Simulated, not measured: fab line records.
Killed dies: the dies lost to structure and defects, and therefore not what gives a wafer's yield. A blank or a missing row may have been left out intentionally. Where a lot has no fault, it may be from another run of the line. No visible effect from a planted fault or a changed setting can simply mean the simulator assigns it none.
fab line records / flow sky130
[record] lots = 13 wafers = 37 last_day = 50
route steps=708 shown VT_ADJUST_HVTR@138 SONOS_TUNNEL@162 SONOS_ONO@182
lots that met no fault: from a run of the same line without faults
start_h: hours from the record's opening day to when the first of the lot's shown wafers began / wait_h: time in hours since the lot's previous step / " unchanged from the row above / L1.1+2: several wafers, shown together as one row / - no value, or no start given / * or withheld: withheld / < > ~ a bound
route shown NAME@n: names a module that has steps shown in the file, with the first one's number in the route / usual: the fault-free wafers' mean and standard deviation / same: alike in all rows / chamber/n: place in a boat / sites: each site's reading / _std_site: the values' standard deviation / _edge_site: outer sites' mean less inner sites' / radius_mm: how far each site lies from the wafer's centre / mask NAME#n: copy n / behind: the last tool/chamber to shape the wafer / hold: why the lot was held/for how many hours/how that ended / device: transistor that didn't switch, given as n, p or np / end of line: the tests these same wafers got at the end of their route / a step without rows: its recipe alone / killed: not the wafer's yield, but the dies lost to structure and defects at the first sort / map: the dies of a wafer, with x for killed, . for not killed, _ for no die there
set.NAME: the setting that was run; set.NAME@STEP: the one run at that earlier step / model.NAME: the simulator's own value behind a step, which no gauge read
the route's steps for a sample of lots (tables are steps, rows are wafers)
services: from which hour (start_h, from the record's first day; less than 0 if before it) a tool's chamber was out of use, for how many hours, and why
[[steps]]
[step SKY_VT_ADJUST_HVTR_CD_MEAS_07]
[recipe] target_cd_nm = 380
[usual] cd_nm = 380.3/2.2
lot.wafer=L372.3 tool=cd_sem-02 chamber=- start_h=204.58 wait_h=0.1 cd_nm=383.3
lot.wafer=L372.4 tool=cd_sem-02 chamber=- start_h=204.58 wait_h=0.1 cd_nm=383.2
lot.wafer=L372.6 tool=cd_sem-02 chamber=- start_h=204.58 wait_h=0.1 cd_nm=383.4
lot.wafer=L373.1 tool=cd_sem-02 chamber=- start_h=213.44 wait_h=0.1 cd_nm=381.6
lot.wafer=L373.2 tool=cd_sem-02 chamber=- start_h=213.44 wait_h=0.1 cd_nm=381.4
lot.wafer=L373.4 tool=cd_sem-02 chamber=- start_h=213.44 wait_h=0.1 cd_nm=379.7
lot.wafer=L375.1 tool=cd_sem-01 chamber=- start_h=222.34 wait_h=0.1 cd_nm=379.1
lot.wafer=L375.4 tool=cd_sem-01 chamber=- start_h=222.34 wait_h=0.1 cd_nm=377.0
lot.wafer=L375.5 tool=cd_sem-01 chamber=- start_h=222.34 wait_h=0.1 cd_nm=377.1
lot.wafer=L374.3 tool=cd_sem-01 chamber=- start_h=223.23 wait_h=0.1 cd_nm=377.6
lot.wafer=L374.4 tool=cd_sem-01 chamber=- start_h=223.23 wait_h=0.1 cd_nm=378.3
lot.wafer=L374.6 tool=cd_sem-01 chamber=- start_h=223.23 wait_h=0.1 cd_nm=380.1
lot.wafer=L378.3 tool=cd_sem-01 chamber=- start_h=248.88 wait_h=0.1 cd_nm=382.8
lot.wafer=L378.4 tool=cd_sem-01 chamber=- start_h=248.88 wait_h=0.1 cd_nm=384.6
lot.wafer=L378.6 tool=cd_sem-01 chamber=- start_h=248.88 wait_h=0.1 cd_nm=379.0
lot.wafer=L380.1 tool=cd_sem-01 chamber=- start_h=257.88 wait_h=0.1 cd_nm=382.2
lot.wafer=L380.3 tool=cd_sem-01 chamber=- start_h=257.88 wait_h=0.1 cd_nm=379.1
lot.wafer=L380.5 tool=cd_sem-01 chamber=- start_h=257.88 wait_h=0.1 cd_nm=381.0
lot.wafer=L386.1 tool=cd_sem-01 chamber=- start_h=296.94 wait_h=0.1 cd_nm=382.8
lot.wafer=L389.3 tool=cd_sem-02 chamber=- start_h=321.28 wait_h=0.1 cd_nm=381.7
lot.wafer=L389.4 tool=cd_sem-02 chamber=- start_h=321.28 wait_h=0.1 cd_nm=381.3
lot.wafer=L389.6 tool=cd_sem-02 chamber=- start_h=321.28 wait_h=0.1 cd_nm=382.2
lot.wafer=L391.2 tool=cd_sem-02 chamber=- start_h=335.51 wait_h=0.1 cd_nm=378.0
lot.wafer=L391.5 tool=cd_sem-02 chamber=- start_h=335.51 wait_h=0.1 cd_nm=379.1
lot.wafer=L391.6 tool=cd_sem-02 chamber=- start_h=335.51 wait_h=0.1 cd_nm=376.7
lot.wafer=L392.1 tool=cd_sem-02 chamber=- start_h=355.74 wait_h=0.1 cd_nm=381.0
lot.wafer=L392.2 tool=cd_sem-02 chamber=- start_h=355.74 wait_h=0.1 cd_nm=381.8
lot.wafer=L392.6 tool=cd_sem-02 chamber=- start_h=355.74 wait_h=0.1 cd_nm=380.4
lot.wafer=L393.1 tool=cd_sem-02 chamber=- start_h=376.67 wait_h=0.1 cd_nm=380.9
lot.wafer=L393.4 tool=cd_sem-02 chamber=- start_h=376.67 wait_h=0.1 cd_nm=379.9
lot.wafer=L393.6 tool=cd_sem-02 chamber=- start_h=376.67 wait_h=0.1 cd_nm=380.0
lot.wafer=L394.2 tool=cd_sem-02 chamber=- start_h=378.56 wait_h=0.1 cd_nm=382.9
lot.wafer=L394.5 tool=cd_sem-02 chamber=- start_h=378.56 wait_h=0.1 cd_nm=382.8
lot.wafer=L394.6 tool=cd_sem-02 chamber=- start_h=378.56 wait_h=0.1 cd_nm=383.6
lot.wafer=L395.3 tool=cd_sem-02 chamber=- start_h=379.41 wait_h=0.1 cd_nm=375.8
lot.wafer=L395.5 tool=cd_sem-02 chamber=- start_h=379.41 wait_h=0.1 cd_nm=376.0
lot.wafer=L395.6 tool=cd_sem-02 chamber=- start_h=379.41 wait_h=0.1 cd_nm=377.4
[step SKY_SONOS_TUNNEL_OVL_MEAS_08]
[usual] SONOS_TUNNEL_OVL = -0.8/1.3
lot.wafer=L372.3 tool=overlay-01 chamber=- start_h=249.27 wait_h=0.1 SONOS_TUNNEL_OVL[nm]=2.4
lot.wafer=L372.4 tool=overlay-01 chamber=- start_h=249.27 wait_h=0.1 SONOS_TUNNEL_OVL[nm]=-0.7
lot.wafer=L372.6 tool=overlay-01 chamber=- start_h=249.27 wait_h=0.1 SONOS_TUNNEL_OVL[nm]=-0.8
lot.wafer=L373.1 tool=overlay-01 chamber=- start_h=256.76 wait_h=0.1 SONOS_TUNNEL_OVL[nm]=-2.8
lot.wafer=L373.2 tool=overlay-01 chamber=- start_h=256.76 wait_h=0.1 SONOS_TUNNEL_OVL[nm]=0.4
lot.wafer=L373.4 tool=overlay-01 chamber=- start_h=256.76 wait_h=0.1 SONOS_TUNNEL_OVL[nm]=-1.8
lot.wafer=L375.1 tool=overlay-02 chamber=- start_h=267.26 wait_h=0.1 SONOS_TUNNEL_OVL[nm]=-2.2
lot.wafer=L375.4 tool=overlay-02 chamber=- start_h=267.26 wait_h=0.1 SONOS_TUNNEL_OVL[nm]=-2.8
lot.wafer=L375.5 tool=overlay-02 chamber=- start_h=267.26 wait_h=0.1 SONOS_TUNNEL_OVL[nm]=-2.3
lot.wafer=L374.3 tool=overlay-01 chamber=- start_h=268.07 wait_h=0.1 SONOS_TUNNEL_OVL[nm]=0.4
lot.wafer=L374.4 tool=overlay-01 chamber=- start_h=268.07 wait_h=0.1 SONOS_TUNNEL_OVL[nm]=-1.4
lot.wafer=L374.6 tool=overlay-01 chamber=- start_h=268.07 wait_h=0.1 SONOS_TUNNEL_OVL[nm]=-2.9
lot.wafer=L378.3 tool=overlay-02 chamber=- start_h=294.82 wait_h=0.1 SONOS_TUNNEL_OVL[nm]=-1.4
lot.wafer=L378.4 tool=overlay-02 chamber=- start_h=294.82 wait_h=0.1 SONOS_TUNNEL_OVL[nm]=-2.9
lot.wafer=L378.6 tool=overlay-02 chamber=- start_h=294.82 wait_h=0.1 SONOS_TUNNEL_OVL[nm]=-1.9
lot.wafer=L380.1 tool=overlay-01 chamber=- start_h=306.65 wait_h=0.1 SONOS_TUNNEL_OVL[nm]=0.1
lot.wafer=L380.3 tool=overlay-01 chamber=- start_h=306.65 wait_h=0.1 SONOS_TUNNEL_OVL[nm]=0.8
lot.wafer=L380.5 tool=overlay-01 chamber=- start_h=306.65 wait_h=0.1 SONOS_TUNNEL_OVL[nm]=0.3
lot.wafer=L386.1 tool=overlay-01 chamber=- start_h=347.85 wait_h=0.1 SONOS_TUNNEL_OVL[nm]=-2.6
lot.wafer=L389.3 tool=overlay-02 chamber=- start_h=374.77 wait_h=0.1 SONOS_TUNNEL_OVL[nm]=1.9
lot.wafer=L389.4 tool=overlay-02 chamber=- start_h=374.77 wait_h=0.1 SONOS_TUNNEL_OVL[nm]=1.4
lot.wafer=L389.6 tool=overlay-02 chamber=- start_h=374.77 wait_h=0.1 SONOS_TUNNEL_OVL[nm]=0.4
lot.wafer=L391.2 tool=overlay-02 chamber=- start_h=392.56 wait_h=0.1 SONOS_TUNNEL_OVL[nm]=-2.5
lot.wafer=L391.5 tool=overlay-02 chamber=- start_h=392.56 wait_h=0.1 SONOS_TUNNEL_OVL[nm]=-2.1
lot.wafer=L391.6 tool=overlay-02 chamber=- start_h=392.56 wait_h=0.1 SONOS_TUNNEL_OVL[nm]=-0.9
lot.wafer=L392.1 tool=overlay-01 chamber=- start_h=414.71 wait_h=0.1 SONOS_TUNNEL_OVL[nm]=-1.5
lot.wafer=L392.2 tool=overlay-01 chamber=- start_h=414.71 wait_h=0.1 SONOS_TUNNEL_OVL[nm]=0.0
lot.wafer=L392.6 tool=overlay-01 chamber=- start_h=414.71 wait_h=0.1 SONOS_TUNNEL_OVL[nm]=-1.3
lot.wafer=L393.1 tool=overlay-02 chamber=- start_h=438.06 wait_h=0.1 SONOS_TUNNEL_OVL[nm]=-0.8
lot.wafer=L393.4 tool=overlay-02 chamber=- start_h=438.06 wait_h=0.1 SONOS_TUNNEL_OVL[nm]=-0.9
lot.wafer=L393.6 tool=overlay-02 chamber=- start_h=438.06 wait_h=0.1 SONOS_TUNNEL_OVL[nm]=-0.8
lot.wafer=L394.2 tool=overlay-01 chamber=- start_h=439.31 wait_h=0.1 SONOS_TUNNEL_OVL[nm]=1.2
lot.wafer=L394.5 tool=overlay-01 chamber=- start_h=439.31 wait_h=0.1 SONOS_TUNNEL_OVL[nm]=1.0
lot.wafer=L394.6 tool=overlay-01 chamber=- start_h=439.31 wait_h=0.1 SONOS_TUNNEL_OVL[nm]=-0.2
lot.wafer=L395.3 tool=overlay-02 chamber=- start_h=440.61 wait_h=0.1 SONOS_TUNNEL_OVL[nm]=-0.6
lot.wafer=L395.5 tool=overlay-02 chamber=- start_h=440.61 wait_h=0.1 SONOS_TUNNEL_OVL[nm]=-0.1
lot.wafer=L395.6 tool=overlay-02 chamber=- start_h=440.61 wait_h=0.1 SONOS_TUNNEL_OVL[nm]=-0.3
[step SKY_SONOS_TUNNEL_IMPLANT_09]
[recipe] species = B energy_kev = 20 dose_cm2 = 1e+12 tilt_deg = withheld
lot.wafer=L372.3+4+6 tool=implanter-01 chamber=0 start_h=249.34 wait_h=0.1
lot.wafer=L373.1+2+4 tool=implanter-02 chamber=0 start_h=256.79 wait_h=0.0
lot.wafer=L375.1+4+5 tool=implanter-01 chamber=0 start_h=267.29 wait_h=0.0
lot.wafer=L374.3+4+6 tool=implanter-02 chamber=0 start_h=268.14 wait_h=0.1
lot.wafer=L378.3+4+6 tool=implanter-01 chamber=0 start_h=294.89 wait_h=0.1
lot.wafer=L380.1+3+5 tool=implanter-02 chamber=0 start_h=306.69 wait_h=0.0
lot.wafer=L386.1 tool=implanter-04 chamber=0 start_h=347.89 wait_h=0.0
lot.wafer=L389.3+4+6 tool=implanter-01 chamber=0 start_h=374.84 wait_h=0.1
lot.wafer=L391.2+5+6 tool=implanter-01 chamber=0 start_h=392.62 wait_h=0.0
lot.wafer=L392.1+2+6 tool=implanter-01 chamber=0 start_h=414.74 wait_h=0.0
lot.wafer=L393.1+4+6 tool=implanter-01 chamber=0 start_h=438.09 wait_h=0.0
lot.wafer=L394.2+5+6 tool=implanter-02 chamber=0 start_h=439.36 wait_h=0.0
lot.wafer=L395.3+5+6 tool=implanter-04 chamber=0 start_h=440.69 wait_h=0.1
[step SKY_SONOS_TUNNEL_TW_MEAS_12]
[usual] SONOS_TUNNEL_TW = 199.3/0.82
lot.wafer=L372.3 tool=film_metro-01 chamber=- start_h=249.72 wait_h=0.0 hold=- SONOS_TUNNEL_TW=199.1
lot.wafer=L372.4 tool=film_metro-01 chamber=- start_h=249.72 wait_h=0.0 hold=- SONOS_TUNNEL_TW=198.2
lot.wafer=L372.6 tool=film_metro-01 chamber=- start_h=249.72 wait_h=0.0 hold=- SONOS_TUNNEL_TW=197.3
lot.wafer=L373.1 tool=film_metro-02 chamber=- start_h=257.20 wait_h=0.0 hold=- SONOS_TUNNEL_TW=200.2
lot.wafer=L373.2 tool=film_metro-02 chamber=- start_h=257.20 wait_h=0.0 hold=- SONOS_TUNNEL_TW=200.8
lot.wafer=L373.4 tool=film_metro-02 chamber=- start_h=257.20 wait_h=0.0 hold=- SONOS_TUNNEL_TW=202.0
lot.wafer=L375.1 tool=film_metro-02 chamber=- start_h=267.73 wait_h=0.0 hold=- SONOS_TUNNEL_TW=201.0
lot.wafer=L375.4 tool=film_metro-02 chamber=- start_h=267.73 wait_h=0.0 hold=- SONOS_TUNNEL_TW=199.3
lot.wafer=L375.5 tool=film_metro-02 chamber=- start_h=267.73 wait_h=0.0 hold=- SONOS_TUNNEL_TW=199.8
lot.wafer=L374.3 tool=film_metro-01 chamber=- start_h=268.55 wait_h=0.0 hold=- SONOS_TUNNEL_TW=199.8
lot.wafer=L374.4 tool=film_metro-01 chamber=- start_h=268.55 wait_h=0.0 hold=- SONOS_TUNNEL_TW=199.3
lot.wafer=L374.6 tool=film_metro-01 chamber=- start_h=268.55 wait_h=0.0 hold=- SONOS_TUNNEL_TW=199.5
lot.wafer=L378.3 tool=film_metro-01 chamber=- start_h=295.27 wait_h=0.0 hold=- SONOS_TUNNEL_TW=200.8
lot.wafer=L378.4 tool=film_metro-01 chamber=- start_h=295.27 wait_h=0.0 hold=- SONOS_TUNNEL_TW=201.0
lot.wafer=L378.6 tool=film_metro-01 chamber=- start_h=295.27 wait_h=0.0 hold=- SONOS_TUNNEL_TW=198.9
lot.wafer=L380.1 tool=film_metro-02 chamber=- start_h=307.11 wait_h=0.0 hold=- SONOS_TUNNEL_TW=199.1
lot.wafer=L380.3 tool=film_metro-02 chamber=- start_h=307.11 wait_h=0.0 hold=- SONOS_TUNNEL_TW=199.9
lot.wafer=L380.5 tool=film_metro-02 chamber=- start_h=307.11 wait_h=0.0 hold=- SONOS_TUNNEL_TW=198.6
lot.wafer=L386.1 tool=film_metro-03 chamber=- start_h=348.40 wait_h=0.0 hold=await_dispo/0.2h/release SONOS_TUNNEL_TW=196.8
lot.wafer=L386.1 tool=film_metro-03 chamber=- start_h=348.63 wait_h=0.2 hold=- SONOS_TUNNEL_TW=195.7
lot.wafer=L389.3 tool=film_metro-02 chamber=- start_h=375.40 wait_h=0.0 hold=- SONOS_TUNNEL_TW=199.7
lot.wafer=L389.4 tool=film_metro-02 chamber=- start_h=375.40 wait_h=0.0 hold=- SONOS_TUNNEL_TW=199.5
lot.wafer=L389.6 tool=film_metro-02 chamber=- start_h=375.40 wait_h=0.0 hold=- SONOS_TUNNEL_TW=199.6
lot.wafer=L391.2 tool=film_metro-02 chamber=- start_h=393.11 wait_h=0.0 hold=- SONOS_TUNNEL_TW=198.6
lot.wafer=L391.5 tool=film_metro-02 chamber=- start_h=393.11 wait_h=0.0 hold=- SONOS_TUNNEL_TW=197.0
lot.wafer=L391.6 tool=film_metro-02 chamber=- start_h=393.11 wait_h=0.0 hold=- SONOS_TUNNEL_TW=199.0
lot.wafer=L392.1 tool=film_metro-02 chamber=- start_h=415.33 wait_h=0.0 hold=- SONOS_TUNNEL_TW=198.6
lot.wafer=L392.2 tool=film_metro-02 chamber=- start_h=415.33 wait_h=0.0 hold=- SONOS_TUNNEL_TW=199.2
lot.wafer=L392.6 tool=film_metro-02 chamber=- start_h=415.33 wait_h=0.0 hold=- SONOS_TUNNEL_TW=198.4
lot.wafer=L393.1 tool=film_metro-03 chamber=- start_h=438.68 wait_h=0.0 hold=- SONOS_TUNNEL_TW=198.6
lot.wafer=L393.4 tool=film_metro-03 chamber=- start_h=438.68 wait_h=0.0 hold=- SONOS_TUNNEL_TW=198.6
lot.wafer=L393.6 tool=film_metro-03 chamber=- start_h=438.68 wait_h=0.0 hold=- SONOS_TUNNEL_TW=199.1
lot.wafer=L394.2 tool=film_metro-02 chamber=- start_h=439.85 wait_h=0.0 hold=- SONOS_TUNNEL_TW=200.3
lot.wafer=L394.5 tool=film_metro-02 chamber=- start_h=439.85 wait_h=0.0 hold=- SONOS_TUNNEL_TW=199.0
lot.wafer=L394.6 tool=film_metro-02 chamber=- start_h=439.85 wait_h=0.0 hold=- SONOS_TUNNEL_TW=198.8
lot.wafer=L395.3 tool=film_metro-02 chamber=- start_h=441.16 wait_h=0.0 hold=- SONOS_TUNNEL_TW=198.2
lot.wafer=L395.5 tool=film_metro-02 chamber=- start_h=441.16 wait_h=0.0 hold=- SONOS_TUNNEL_TW=199.0
lot.wafer=L395.6 tool=film_metro-02 chamber=- start_h=441.16 wait_h=0.0 hold=- SONOS_TUNNEL_TW=199.4
[step SKY_SONOS_ONO_OVL_MEAS_14]
[usual] SONOS_ONO_OVL = 0.0/1.4
lot.wafer=L372.3 tool=overlay-01 chamber=- start_h=283.17 wait_h=0.1 SONOS_ONO_OVL[nm]=0.4
lot.wafer=L372.4 tool=overlay-01 chamber=- start_h=283.17 wait_h=0.1 SONOS_ONO_OVL[nm]=0.6
lot.wafer=L372.6 tool=overlay-01 chamber=- start_h=283.17 wait_h=0.1 SONOS_ONO_OVL[nm]=0.7
lot.wafer=L373.1 tool=overlay-02 chamber=- start_h=297.01 wait_h=0.1 SONOS_ONO_OVL[nm]=-2.1
lot.wafer=L373.2 tool=overlay-02 chamber=- start_h=297.01 wait_h=0.1 SONOS_ONO_OVL[nm]=-0.8
lot.wafer=L373.4 tool=overlay-02 chamber=- start_h=297.01 wait_h=0.1 SONOS_ONO_OVL[nm]=-1.0
lot.wafer=L375.1 tool=overlay-02 chamber=- start_h=297.20 wait_h=0.1 SONOS_ONO_OVL[nm]=-0.7
lot.wafer=L375.4 tool=overlay-02 chamber=- start_h=297.20 wait_h=0.1 SONOS_ONO_OVL[nm]=-0.9
lot.wafer=L375.5 tool=overlay-02 chamber=- start_h=297.20 wait_h=0.1 SONOS_ONO_OVL[nm]=0.8
lot.wafer=L374.3 tool=overlay-01 chamber=- start_h=303.01 wait_h=0.1 SONOS_ONO_OVL[nm]=-0.8
lot.wafer=L374.4 tool=overlay-01 chamber=- start_h=303.01 wait_h=0.1 SONOS_ONO_OVL[nm]=-1.8
lot.wafer=L374.6 tool=overlay-01 chamber=- start_h=303.01 wait_h=0.1 SONOS_ONO_OVL[nm]=-1.3
lot.wafer=L378.3 tool=overlay-01 chamber=- start_h=330.51 wait_h=0.1 SONOS_ONO_OVL[nm]=1.0
lot.wafer=L378.4 tool=overlay-01 chamber=- start_h=330.51 wait_h=0.1 SONOS_ONO_OVL[nm]=0.5
lot.wafer=L378.6 tool=overlay-01 chamber=- start_h=330.51 wait_h=0.1 SONOS_ONO_OVL[nm]=1.3
lot.wafer=L380.1 tool=overlay-01 chamber=- start_h=343.34 wait_h=0.1 SONOS_ONO_OVL[nm]=0.5
lot.wafer=L380.3 tool=overlay-01 chamber=- start_h=343.34 wait_h=0.1 SONOS_ONO_OVL[nm]=1.6
lot.wafer=L380.5 tool=overlay-01 chamber=- start_h=343.34 wait_h=0.1 SONOS_ONO_OVL[nm]=2.8
lot.wafer=L386.1 tool=overlay-01 chamber=- start_h=380.39 wait_h=0.1 SONOS_ONO_OVL[nm]=-0.4
lot.wafer=L389.3 tool=overlay-02 chamber=- start_h=414.07 wait_h=0.1 SONOS_ONO_OVL[nm]=0.3
lot.wafer=L389.4 tool=overlay-02 chamber=- start_h=414.07 wait_h=0.1 SONOS_ONO_OVL[nm]=1.3
lot.wafer=L389.6 tool=overlay-02 chamber=- start_h=414.07 wait_h=0.1 SONOS_ONO_OVL[nm]=0.9
lot.wafer=L391.2 tool=overlay-01 chamber=- start_h=429.16 wait_h=0.1 SONOS_ONO_OVL[nm]=-0.4
lot.wafer=L391.5 tool=overlay-01 chamber=- start_h=429.16 wait_h=0.1 SONOS_ONO_OVL[nm]=2.1
lot.wafer=L391.6 tool=overlay-01 chamber=- start_h=429.16 wait_h=0.1 SONOS_ONO_OVL[nm]=0.7
lot.wafer=L392.1 tool=overlay-01 chamber=- start_h=451.34 wait_h=0.1 SONOS_ONO_OVL[nm]=0.3
lot.wafer=L392.2 tool=overlay-01 chamber=- start_h=451.34 wait_h=0.1 SONOS_ONO_OVL[nm]=-0.1
lot.wafer=L392.6 tool=overlay-01 chamber=- start_h=451.34 wait_h=0.1 SONOS_ONO_OVL[nm]=-0.5
lot.wafer=L393.1 tool=overlay-01 chamber=- start_h=472.70 wait_h=0.1 SONOS_ONO_OVL[nm]=1.2
lot.wafer=L393.4 tool=overlay-01 chamber=- start_h=472.70 wait_h=0.1 SONOS_ONO_OVL[nm]=0.4
lot.wafer=L393.6 tool=overlay-01 chamber=- start_h=472.70 wait_h=0.1 SONOS_ONO_OVL[nm]=-0.9
lot.wafer=L394.2 tool=overlay-02 chamber=- start_h=473.66 wait_h=0.1 SONOS_ONO_OVL[nm]=0.8
lot.wafer=L394.5 tool=overlay-02 chamber=- start_h=473.66 wait_h=0.1 SONOS_ONO_OVL[nm]=1.8
lot.wafer=L394.6 tool=overlay-02 chamber=- start_h=473.66 wait_h=0.1 SONOS_ONO_OVL[nm]=2.7
lot.wafer=L395.3 tool=overlay-01 chamber=- start_h=476.61 wait_h=0.1 SONOS_ONO_OVL[nm]=-2.2
lot.wafer=L395.5 tool=overlay-01 chamber=- start_h=476.61 wait_h=0.1 SONOS_ONO_OVL[nm]=-1.2
lot.wafer=L395.6 tool=overlay-01 chamber=- start_h=476.61 wait_h=0.1 SONOS_ONO_OVL[nm]=-1.5
[[services]]
tool=implanter-01 chamber=- start_h=243.16 hours=2.4 kind=repair
tool=implanter-02 chamber=- start_h=272.05 hours=1.7 kind=repair
tool=implanter-01 chamber=- start_h=341.76 hours=7.0 kind=pm
tool=implanter-01 chamber=- start_h=348.73 hours=3.2 kind=pm
tool=implanter-02 chamber=- start_h=360.94 hours=2.6 kind=repair
tool=implanter-04 chamber=- start_h=373.53 hours=1.8 kind=repair
tool=implanter-02 chamber=- start_h=399.75 hours=7.0 kind=repair
tool=implanter-02 chamber=- start_h=402.08 hours=4.7 kind=repair
tool=implanter-02 chamber=- start_h=412.05 hours=2.1 kind=repair
[[key]]
[first_sign] step = SKY_SONOS_TUNNEL_TW_MEAS_12 reading = visit direction = added
[effect] step = SKY_SONOS_TUNNEL_TW_MEAS_12 reading = SONOS_TUNNEL_TW direction = down sigmas = 3.1 usual = 199.3 struck = 196.8
met_at SKY_SONOS_TUNNEL_IMPLANT_09
struck_lots L386
struck_wafers L386.1
tester_left_out L386
not_acting_at SKY_VT_ADJUST_HVTR_CD_MEAS_07,SKY_SONOS_TUNNEL_OVL_MEAS_08,SKY_SONOS_ONO_OVL_MEAS_14
[fault] kind = process_parameter_drift tool = implanter-04 chamber = - onset_h = 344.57 steps = SKY_SONOS_TUNNEL_IMPLANT_09 channel = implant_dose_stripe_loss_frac offset = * shape = step end_h = 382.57 scope = struck_wafers_only
// tester_left_out: of these lots the tester's yield and bins aren't shown, on N5 and GAA mostly nor the transistor test; their killed dies are dies lost to structure and defects alone, not to doping, threshold or leakage, so they don't give the yield
